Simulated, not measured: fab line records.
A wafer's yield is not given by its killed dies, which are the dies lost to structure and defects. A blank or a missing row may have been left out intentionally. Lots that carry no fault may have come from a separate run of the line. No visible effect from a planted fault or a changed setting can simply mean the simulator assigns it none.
Check of tool commonality :: flow sky130 :: Sampled: 13 lots, 37 wafers

== WHAT PROMPTED THE OPENING ==
At SKY_VIA1_THK_MEAS_01 the reading VIA1_HDPCVD_THK is flagged on 1 of 13 lots. No-fault wafers: 1029 nm, standard deviation 10.
Rule: a lot gets a flag if all its wafers with a number sit over 4 standard deviations from that mean, or if no wafer of it has a number. The other lots count as sound.

lot: L673
measured: day 32 17:34
on: film_metro-03
VIA1_HDPCVD_THK (nm), wafer by wafer: 1031 1028 1025
flag: 

lot: L674
measured: day 33 00:13
on: film_metro-01
VIA1_HDPCVD_THK (nm), wafer by wafer: 1033 1036 1025
flag: 

lot: L675
measured: day 33 13:53
on: film_metro-04
VIA1_HDPCVD_THK (nm), wafer by wafer: 1038 1040 1035
flag: 

lot: L677
measured: day 34 07:56
on: film_metro-01
VIA1_HDPCVD_THK (nm), wafer by wafer: 1025 1043 1028
flag: 

lot: L678
measured: day 34 16:05
on: film_metro-04
VIA1_HDPCVD_THK (nm), wafer by wafer: 1016 1015 1009
flag: 

lot: L680
measured: day 35 00:13
on: film_metro-04
VIA1_HDPCVD_THK (nm), wafer by wafer: 1041 1021 1038
flag: 

lot: L683
measured: day 36 01:47
on: film_metro-01
VIA1_HDPCVD_THK (nm), wafer by wafer: 1020 1010 1041
flag: 

lot: L685
measured: day 36 16:52
on: film_metro-04
VIA1_HDPCVD_THK (nm), wafer by wafer: 878
flag: FLAGGED

lot: L686
measured: day 37 02:53
on: film_metro-01
VIA1_HDPCVD_THK (nm), wafer by wafer: 1026 1022 1015
flag: 

lot: L687
measured: day 37 10:55
on: film_metro-04
VIA1_HDPCVD_THK (nm), wafer by wafer: 1026 1028 1033
flag: 

lot: L688
measured: day 37 14:16
on: film_metro-03
VIA1_HDPCVD_THK (nm), wafer by wafer: 1037 1032 1019
flag: 

lot: L689
measured: day 37 19:40
on: film_metro-04
VIA1_HDPCVD_THK (nm), wafer by wafer: 1033 1028 1025
flag: 

lot: L692
measured: day 39 08:22
on: film_metro-04
VIA1_HDPCVD_THK (nm), wafer by wafer: 1021 1021 1016
flag: 
The mean of the flagged lots' numbers is 878 nm, -151 nm from the usual (-15 standard deviations).

== WHICH TOOL RAN EACH LOT ==
3 process steps preceding the reading are held in the record, out of 708 steps in the route. Read each cell as the tool, then ch plus the chambers that the sampled wafers visited, then the start.
lot: L673
flag: 
SKY_LOCAL_INTERCONNECT_STRIP_15: plasma_asher-01 ch 0,1, day 30 06:38
SKY_CONTACT_CVD_00: pecvd-02 ch 0,1,2, day 30 07:18
SKY_VIA1_HDPCVD_00: hdpcvd-01 ch 0,1,2, day 32 17:26

lot: L674
flag: 
SKY_LOCAL_INTERCONNECT_STRIP_15: plasma_asher-04 ch 1, day 30 14:20
SKY_CONTACT_CVD_00: pecvd-01 ch 0,1,2, day 30 14:58
SKY_VIA1_HDPCVD_00: hdpcvd-01 ch 1,2, day 33 00:06

lot: L675
flag: 
SKY_LOCAL_INTERCONNECT_STRIP_15: plasma_asher-03 ch 0,1, day 31 03:13
SKY_CONTACT_CVD_00: pecvd-03 ch 0,1, day 31 03:47
SKY_VIA1_HDPCVD_00: hdpcvd-01 ch 0,1,2, day 33 13:49

lot: L677
flag: 
SKY_LOCAL_INTERCONNECT_STRIP_15: plasma_asher-04 ch 0,1, day 31 21:37
SKY_CONTACT_CVD_00: pecvd-02 ch 1,2, day 31 22:14
SKY_VIA1_HDPCVD_00: hdpcvd-01 ch 0,1,2, day 34 07:50

lot: L678
flag: 
SKY_LOCAL_INTERCONNECT_STRIP_15: plasma_asher-03 ch 1, day 32 06:08
SKY_CONTACT_CVD_00: pecvd-03 ch 0,1,2, day 32 06:49
SKY_VIA1_HDPCVD_00: hdpcvd-02 ch 0,1, day 34 15:57

lot: L680
flag: 
SKY_LOCAL_INTERCONNECT_STRIP_15: plasma_asher-04 ch 0,1, day 32 15:25
SKY_CONTACT_CVD_00: pecvd-02 ch 0,2, day 32 16:02
SKY_VIA1_HDPCVD_00: hdpcvd-01 ch 0,1,2, day 35 00:05

lot: L683
flag: 
SKY_LOCAL_INTERCONNECT_STRIP_15: plasma_asher-03 ch 0,1, day 33 18:38
SKY_CONTACT_CVD_00: pecvd-03 ch 0,1,2, day 33 19:13
SKY_VIA1_HDPCVD_00: hdpcvd-01 ch 1,2, day 36 01:40

lot: L685
flag: FLAGGED
SKY_LOCAL_INTERCONNECT_STRIP_15: plasma_asher-03 ch 1, day 34 08:23
SKY_CONTACT_CVD_00: pecvd-01 ch 0, day 34 09:28
SKY_VIA1_HDPCVD_00: hdpcvd-01 ch 2, day 36 16:44

lot: L686
flag: 
SKY_LOCAL_INTERCONNECT_STRIP_15: plasma_asher-04 ch 0,1, day 34 17:58
SKY_CONTACT_CVD_00: pecvd-03 ch 0,2, day 34 18:34
SKY_VIA1_HDPCVD_00: hdpcvd-02 ch 0,1, day 37 02:47

lot: L687
flag: 
SKY_LOCAL_INTERCONNECT_STRIP_15: plasma_asher-03 ch 0,1, day 35 01:58
SKY_CONTACT_CVD_00: pecvd-03 ch 0,1,2, day 35 02:44
SKY_VIA1_HDPCVD_00: hdpcvd-02 ch 1,2, day 37 10:47

lot: L688
flag: 
SKY_LOCAL_INTERCONNECT_STRIP_15: plasma_asher-04 ch 0,1, day 35 05:52
SKY_CONTACT_CVD_00: pecvd-01 ch 0,1, day 35 06:47
SKY_VIA1_HDPCVD_00: hdpcvd-02 ch 0,2, day 37 14:08

lot: L689
flag: 
SKY_LOCAL_INTERCONNECT_STRIP_15: plasma_asher-04 ch 0,1, day 35 11:53
SKY_CONTACT_CVD_00: pecvd-02 ch 0,1, day 35 12:28
SKY_VIA1_HDPCVD_00: hdpcvd-02 ch 1,2, day 37 19:32

lot: L692
flag: 
SKY_LOCAL_INTERCONNECT_STRIP_15: plasma_asher-01 ch 0,1, day 37 00:59
SKY_CONTACT_CVD_00: pecvd-02 ch 0,1, day 37 01:35
SKY_VIA1_HDPCVD_00: hdpcvd-02 ch 1,2, day 39 08:15
What the steps here do:
- SKY_LOCAL_INTERCONNECT_STRIP_15: strips in O2/N2.
- SKY_CONTACT_CVD_00: deposits Si3N4, target thk 75 nm.
- SKY_VIA1_HDPCVD_00: deposits SiO2, target thk 1030 nm, time 171.7 s.
- SKY_VIA1_THK_MEAS_01

== FLAGGED AGAINST TOTAL, ONE TOOL AT A TIME (gauges that did the reading follow at the end) ==
step: SKY_LOCAL_INTERCONNECT_STRIP_15
tool: plasma_asher-01
lots run: 2
flagged: 0
share of the flagged lots: none
sound lots run after its first flagged lot: -

step: SKY_LOCAL_INTERCONNECT_STRIP_15
tool: plasma_asher-03
lots run: 5
flagged: 1
share of the flagged lots: all
sound lots run after its first flagged lot: 1 (L687)

step: SKY_LOCAL_INTERCONNECT_STRIP_15
tool: plasma_asher-04
lots run: 6
flagged: 0
share of the flagged lots: none
sound lots run after its first flagged lot: -

step: SKY_CONTACT_CVD_00
tool: pecvd-01
lots run: 3
flagged: 1
share of the flagged lots: all
sound lots run after its first flagged lot: 1 (L688)

step: SKY_CONTACT_CVD_00
tool: pecvd-02
lots run: 5
flagged: 0
share of the flagged lots: none
sound lots run after its first flagged lot: -

step: SKY_CONTACT_CVD_00
tool: pecvd-03
lots run: 5
flagged: 0
share of the flagged lots: none
sound lots run after its first flagged lot: -

step: SKY_VIA1_HDPCVD_00
tool: hdpcvd-01
lots run: 7
flagged: 1
share of the flagged lots: all
sound lots run after its first flagged lot: 0

step: SKY_VIA1_HDPCVD_00
tool: hdpcvd-02
lots run: 6
flagged: 0
share of the flagged lots: none
sound lots run after its first flagged lot: -

step: SKY_VIA1_THK_MEAS_01
tool: film_metro-01
lots run: 4
flagged: 0
share of the flagged lots: none
sound lots run after its first flagged lot: -

step: SKY_VIA1_THK_MEAS_01
tool: film_metro-03
lots run: 2
flagged: 0
share of the flagged lots: none
sound lots run after its first flagged lot: -

step: SKY_VIA1_THK_MEAS_01
tool: film_metro-04
lots run: 7
flagged: 1
share of the flagged lots: all
sound lots run after its first flagged lot: 3 (L687,L689,L692)

== WHAT THE TABLE ALLOWS ==
4 rows of the table ran every flagged lot: plasma_asher-03 at SKY_LOCAL_INTERCONNECT_STRIP_15, pecvd-01 at SKY_CONTACT_CVD_00, hdpcvd-01 at SKY_VIA1_HDPCVD_00, film_metro-04 at SKY_VIA1_THK_MEAS_01.
- plasma_asher-03 at SKY_LOCAL_INTERCONNECT_STRIP_15 ran 5 lots, 1 of them flagged. Sound lots followed the first flagged one (L687) on it, something a lasting fault affecting the whole tool could not allow.
- pecvd-01 at SKY_CONTACT_CVD_00 ran 3 lots, 1 of them flagged. Sound lots followed the first flagged one (L688) on it, something a lasting fault affecting the whole tool could not allow.
- hdpcvd-01 at SKY_VIA1_HDPCVD_00 ran 7 lots, 1 of them flagged. It ran its last sound lot, L683, at day 36 01:40 and its first flagged lot, L685, at day 36 16:44: a fault with its onset between the two fits. Its own readings lie more than 4 standard deviations out on every wafer of the flagged lots: sih4_flow_sccm.
- film_metro-04 at SKY_VIA1_THK_MEAS_01 ran 7 lots, 1 of them flagged. Sound lots followed the first flagged one (L687, L689, L692) on it, something a lasting fault affecting the whole tool could not allow.
hdpcvd-01 at SKY_VIA1_HDPCVD_00 is the single tool remaining.

== WHAT WAS PUT IN BY THE SIMULATOR ==
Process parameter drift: hdpcvd-01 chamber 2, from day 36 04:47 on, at SKY_VIA1_HDPCVD_00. Setting sih4_flow_sccm shifted by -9 from 60. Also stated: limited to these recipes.
Lots struck among those shown: L685. The rule given above showed the same thing.
